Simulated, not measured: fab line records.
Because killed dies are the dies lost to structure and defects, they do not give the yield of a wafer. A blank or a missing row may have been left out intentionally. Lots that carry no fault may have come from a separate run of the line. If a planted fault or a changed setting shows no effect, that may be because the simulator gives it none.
fab line records -- flow sky130
record lots=12, wafers=36, last_day=50
route steps=708 shown METAL1@453 VIA1@460 METAL2@485
lots untouched by any fault: they come from a run of this same line in which no faults occurred
start_h: hours from the record's first day to the start of the lot's first wafer shown -- wait_h: hours elapsed since this lot's preceding step -- " as in the row above -- L1.1+2: a single row standing in for several wafers -- - no value, or no start was given -- * or withheld: withheld -- < > ~ a bound
route shown NAME@n: names a module that has steps shown in the file, with the first one's number in the route -- usual: the fault-free wafers' mean and standard deviation -- same: alike in all rows -- chamber/n: place in a boat -- sites: readings site by site -- _std_site: the values' standard deviation -- _edge_site: the outer-site mean with the inner-site mean subtracted -- radius_mm: for every site, how far away it sits from the centre of the wafer -- mask NAME#n: copy n -- behind: the most recent tool/chamber to have shaped the wafer -- hold: why the lot went on hold/how many hours it stayed there/how the hold came to an end -- device: transistor that didn't switch, given as n, p or np -- end of line: tests of these same wafers at the route's end -- step lacking rows: just its recipe -- killed: dies that structure and defects cost at the first sort, which is not the same as the wafer's yield -- map: a wafer's dies, marking killed ones x, the rest . and places with no die _
set.NAME: the setting the step ran with; set.NAME@STEP: the setting that earlier step ran with -- model.NAME: the simulator's own value behind a step, which no gauge read
one table for each step of the route and one row for each wafer, over a sample of lots
services: a tool's chamber out of use, with start hour (start_h, from the record's first day; less than 0 if before it), hours out, and reason
## steps
# step SKY_METAL1_METAL_ETCH_19
# recipe target_depth_a=3600, stop_on=SiO2, over_etch_frac=0.3, time_s=78, chemistry=Cl2/BCl3, resist_sidewall_deg=88, pressure_mtorr=10, icp_w=900, bias_w=48.5, Cl2_flow_sccm=60, bcl3_flow_sccm=30
# usual bcl3_flow_sccm=30.00/0.09, drypump_motor_current_A=5.5/0.34, oes_product_au=0.854/0.0065, throttle_valve_pct=22.264/0.0089
# same time_s=78
lot.wafer,tool,chamber,start_h,wait_h,bcl3_flow_sccm,drypump_motor_current_A,oes_product_au,rf_hours_counter_h,throttle_valve_pct
L381.2,rie_metal-01,1,764.79,0.0,29.97,5.1,0.858,8,22.266
L381.3,rie_metal-01,1,764.79,0.0,29.95,5.1,0.844,-,22.262
L381.6,rie_metal-01,1,764.79,0.0,29.91,5.1,0.844,-,22.259
L382.3,rie_metal-02,0,774.55,0.1,29.84,5.3,0.863,-,22.267
L382.5,rie_metal-02,0,774.55,0.1,30.01,5.3,0.868,-,22.268
L382.6,rie_metal-02,1,774.55,0.1,29.98,5.6,0.863,-,22.241
L383.1,rie_metal-02,0,788.42,0.0,30.04,5.2,0.855,6,22.271
L383.2,rie_metal-02,1,788.42,0.0,29.97,5.7,0.857,9,22.269
L383.4,rie_metal-02,0,788.42,0.0,30.01,5.3,0.857,-,22.271
L388.1,rie_metal-02,0,823.86,0.0,29.81,5.3,0.850,7,22.249
L388.4,rie_metal-02,1,823.86,0.0,29.88,5.7,0.854,-,22.277
L388.6,rie_metal-02,0,823.86,0.0,29.98,5.3,0.859,-,22.275
L390.2,rie_metal-01,0,840.29,0.1,29.90,6.0,0.843,-,22.250
L390.3,rie_metal-01,0,840.29,0.1,30.00,6.1,0.844,-,22.267
L390.6,rie_metal-01,0,840.29,0.1,29.94,6.0,0.841,-,22.271
L391.1,rie_metal-04,1,849.06,0.0,30.14,5.2,0.854,2,22.254
L391.3,rie_metal-04,0,849.06,0.0,30.10,5.8,0.855,-,22.258
L391.4,rie_metal-04,1,849.06,0.0,30.06,5.2,0.848,-,22.262
L397.1,rie_metal-02,1,892.41,0.0,29.86,5.6,0.858,12,22.273
L397.2,rie_metal-02,0,892.41,0.0,30.11,5.3,0.850,10,22.261
L397.5,rie_metal-02,1,892.41,0.0,29.95,5.7,0.851,-,22.261
L398.1,rie_metal-04,1,896.11,0.0,30.09,5.2,0.860,3,22.251
L398.2,rie_metal-04,0,896.11,0.0,30.07,5.7,0.860,15,22.268
L398.6,rie_metal-04,1,896.11,0.0,30.04,5.2,0.859,-,22.259
L400.1,rie_metal-04,0,916.31,0.0,30.04,5.8,0.856,16,22.266
L400.2,rie_metal-04,1,916.31,0.0,30.03,5.2,0.853,4,22.265
L400.4,rie_metal-04,0,916.31,0.0,29.98,5.8,0.854,-,22.270
L401.3,rie_metal-02,0,920.49,0.1,29.88,5.3,0.850,-,22.264
L401.5,rie_metal-02,0,920.49,0.1,29.98,5.3,0.856,-,22.260
L401.6,rie_metal-02,1,920.49,0.1,29.93,5.6,0.853,-,22.255
L402.3,rie_metal-02,0,930.89,0.1,30.18,5.2,0.846,-,22.272
L402.4,rie_metal-02,1,930.89,0.1,30.00,5.7,0.846,-,22.255
L402.5,rie_metal-02,1,930.89,0.1,30.06,5.7,0.846,-,22.265
L403.2,rie_metal-02,1,935.72,0.0,30.04,5.6,0.853,14,22.255
L403.3,rie_metal-02,1,935.72,0.0,30.00,5.7,0.844,-,22.272
L403.4,rie_metal-02,0,935.72,0.0,30.01,5.3,0.848,-,22.266
# step SKY_VIA1_CMP_02
# recipe material=SiO2, down_force_psi=4, platen_rpm=60, pad_velocity_m_s=0.94248
# usual motor_current_A=12.7/1.4
lot.wafer,tool,chamber,start_h,wait_h,motor_current_A
L381.3,cmp-01,3,765.73,0.1,16.5
L381.2,cmp-01,1,765.73,0.1,11.4
L381.6,cmp-01,2,765.73,0.1,12.1
L382.3,cmp-02,3,775.52,0.1,11.8
L382.6,cmp-02,1,775.52,0.1,12.5
L382.5,cmp-02,2,775.52,0.1,13.8
L383.2,cmp-02,3,789.31,0.0,12.5
L383.1,cmp-02,0,789.31,0.0,12.6
L383.4,cmp-02,1,789.31,0.0,12.3
L388.1,cmp-02,2,824.77,0.1,13.0
L388.4,cmp-02,0,824.77,0.1,12.3
L388.6,cmp-02,2,824.77,0.1,13.3
L390.2,cmp-01,3,841.22,0.0,16.2
L390.3,cmp-01,2,841.22,0.0,11.2
L390.6,cmp-01,3,841.22,0.0,16.4
L391.1,cmp-02,3,850.40,0.1,12.9
L391.3,cmp-02,1,850.40,0.1,12.0
L391.4,cmp-02,2,850.40,0.1,13.2
L397.2,cmp-02,2,893.31,0.0,13.9
L397.1,cmp-02,0,893.31,0.0,12.4
L397.5,cmp-02,3,893.31,0.0,11.5
L398.2,cmp-02,0,897.05,0.1,12.3
L398.1,cmp-02,1,897.05,0.1,12.0
L398.6,cmp-02,3,897.05,0.1,12.0
L400.1,cmp-01,3,917.23,0.1,15.9
L400.2,cmp-01,0,917.23,0.1,11.5
L400.4,cmp-01,1,917.23,0.1,11.6
L401.3,cmp-01,3,921.53,0.2,16.3
L401.6,cmp-01,0,921.53,0.2,11.7
L401.5,cmp-01,1,921.53,0.2,12.1
L402.3,cmp-01,2,931.88,0.1,11.4
L402.4,cmp-01,3,931.88,0.1,15.9
L402.5,cmp-01,1,931.88,0.1,11.5
L403.4,cmp-02,0,936.63,0.0,12.2
L403.2,cmp-02,2,936.63,0.0,14.1
L403.3,cmp-02,3,936.63,0.0,12.5
# step SKY_METAL2_SPUTTER_02
# recipe material=AlCu, target_thk_nm=250, power_w=10600, time_s=13.3, chamber_pressure_pa=0.4
# usual throttle_valve_pct=30.0/1
# same time_s=13.3
lot.wafer,tool,chamber,start_h,wait_h,throttle_valve_pct
L381.2,pvd_sputter-03,-,794.99,0.0,30.8
L381.3,pvd_sputter-03,-,794.99,0.0,30.6
L381.6,pvd_sputter-03,-,794.99,0.0,30.6
L382.3,pvd_sputter-03,-,804.68,0.0,30.8
L382.5,pvd_sputter-03,-,804.68,0.0,30.7
L382.6,pvd_sputter-03,-,804.68,0.0,30.7
L383.1,pvd_sputter-03,-,818.28,0.0,30.7
L383.2,pvd_sputter-03,-,818.28,0.0,28.9
L383.4,pvd_sputter-03,-,818.28,0.0,30.8
L388.1,pvd_sputter-04,-,852.92,0.0,29.5
L388.4,pvd_sputter-04,-,852.92,0.0,29.6
L388.6,pvd_sputter-04,-,852.92,0.0,28.3
L390.2,pvd_sputter-04,-,869.34,0.0,29.6
L390.3,pvd_sputter-04,-,869.34,0.0,28.3
L390.6,pvd_sputter-04,-,869.34,0.0,29.3
L391.1,pvd_sputter-03,-,877.68,0.0,29.0
L391.3,pvd_sputter-03,-,877.68,0.0,30.6
L391.4,pvd_sputter-03,-,877.68,0.0,30.8
L397.1,pvd_sputter-01,-,920.25,0.0,29.1
L397.2,pvd_sputter-01,-,920.25,0.0,30.6
L397.5,pvd_sputter-01,-,920.25,0.0,28.5
L398.1,pvd_sputter-03,-,923.80,0.0,28.7
L398.2,pvd_sputter-03,-,923.80,0.0,30.8
L398.6,pvd_sputter-03,-,923.80,0.0,30.6
L400.1,pvd_sputter-01,-,943.10,0.0,29.7
L400.2,pvd_sputter-01,-,943.10,0.0,28.4
L400.4,pvd_sputter-01,-,943.10,0.0,29.4
L401.3,pvd_sputter-03,-,947.46,0.0,30.5
L401.5,pvd_sputter-03,-,947.46,0.0,30.8
L401.6,pvd_sputter-03,-,947.46,0.0,30.7
L402.3,pvd_sputter-03,-,958.21,0.0,30.4
L402.4,pvd_sputter-03,-,958.21,0.0,29.0
L402.5,pvd_sputter-03,-,958.21,0.0,30.8
L403.2,pvd_sputter-01,-,963.14,0.0,28.5
L403.3,pvd_sputter-01,-,963.14,0.0,29.4
L403.4,pvd_sputter-01,-,963.14,0.0,30.3
# step SKY_METAL2_SOFTBAKE_11
# recipe temp_c=100, time_s=90, resist=KrF-thick
# usual heater_power_total_W=57.36/0.11, plate_temp_C=100.03/0.14
# same time_s=90
lot.wafer,tool,chamber,start_h,wait_h,heater_power_total_W,plate_temp_C
L381.2,litho_track-02,0,808,-,57.17,100.38
L381.3,litho_track-02,0,808,-,57.45,100.34
L381.6,litho_track-02,0,808,-,57.31,100.29
L382.3,litho_track-02,0,818,-,57.09,100.03
L382.5,litho_track-02,0,818,-,57.45,100.04
L382.6,litho_track-02,0,819,-,57.27,100.02
L383.1,litho_track-02,0,832,-,57.33,100.14
L383.2,litho_track-02,0,832,-,57.19,100.21
L383.4,litho_track-02,0,832,-,57.16,100.00
L388.1,litho_track-02,0,865,-,58.62,101.30
L388.4,litho_track-02,0,866,-,58.44,101.52
L388.6,litho_track-02,0,866,-,58.50,101.53
L390.2,litho_track-02,0,882,-,58.59,101.69
L390.3,litho_track-02,0,882,-,58.48,101.85
L390.6,litho_track-02,0,882,-,58.81,101.65
L391.1,litho_track-02,0,890,-,58.80,101.85
L391.3,litho_track-02,0,890,-,58.87,101.58
L391.4,litho_track-02,0,890,-,58.71,101.61
L397.1,litho_track-03,0,932,-,57.49,99.99
L397.2,litho_track-03,0,932,-,57.48,99.98
L397.5,litho_track-03,0,932,-,57.31,99.97
L398.1,litho_track-03,0,937,-,57.25,100.25
L398.2,litho_track-03,0,937,-,57.34,100.23
L398.6,litho_track-03,0,937,-,57.27,100.11
L400.1,litho_track-04,0,955,-,57.28,99.98
L400.2,litho_track-04,0,955,-,57.52,100.04
L400.4,litho_track-04,0,955,-,57.45,99.97
L401.3,litho_track-04,0,960,-,57.25,99.88
L401.5,litho_track-04,0,960,-,57.22,99.91
L401.6,litho_track-04,0,960,-,57.49,100.06
L402.3,litho_track-02,0,970,-,57.40,100.08
L402.4,litho_track-02,0,970,-,57.56,100.10
L402.5,litho_track-02,0,970,-,57.33,100.28
L403.2,litho_track-02,0,974,-,57.32,100.30
L403.3,litho_track-02,0,974,-,57.43,100.32
L403.4,litho_track-02,0,974,-,57.36,100.10
## services
tool,chamber,start_h,hours,kind
cmp-02,-,744.19,4.0,pm
cmp-02,-,748.19,-,consumable_replace:conditioner
cmp-02,-,748.19,-,consumable_replace:pad
rie_metal-02,0,777.54,8.8,repair
pvd_sputter-03,-,782.97,2.6,repair
rie_metal-04,1,792.80,-,clean
rie_metal-04,1,792.80,16.6,scheduled_down
rie_metal-01,1,797.14,1.2,repair
pvd_sputter-04,-,803.60,1.3,repair
rie_metal-04,0,804.36,3.1,repair
cmp-01,-,805.19,6.2,pm
pvd_sputter-04,-,822.14,5.7,repair
rie_metal-01,1,839.05,4.0,repair
cmp-01,-,844.32,9.9,repair
rie_metal-02,-,874.87,1.5,repair
rie_metal-02,1,876.18,1.9,repair
cmp-02,-,894.87,0.9,repair
pvd_sputter-01,-,900.60,3.3,repair
rie_metal-04,-,908.11,0.5,repair
cmp-01,-,924.25,4.0,pm
cmp-01,-,928.25,-,consumable_replace:conditioner
cmp-01,-,928.25,-,consumable_replace:pad
cmp-01,-,934.09,0.4,repair
cmp-02,-,951.13,0.7,repair
## key
first_sign step=SKY_METAL2_SOFTBAKE_11, reading=heater_power_total_W, direction=up, sigmas=11, usual=*, struck=*
effect step=SKY_METAL2_SOFTBAKE_11, reading=plate_temp_C, direction=up, sigmas=11, usual=*, struck=*
met_at SKY_METAL2_SOFTBAKE_11
struck_lots L388,L390,L391
not_acting_at SKY_METAL1_METAL_ETCH_19,SKY_VIA1_CMP_02,SKY_METAL2_SPUTTER_02
onset_between 832 865
fault kind=process_parameter_drift, tool=litho_track-02, chamber=-, onset_h=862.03, steps=SKY_METAL2_SOFTBAKE_11, channel=temp_c, offset=*, shape=step, end_h=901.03, acts_in=*, stated=*
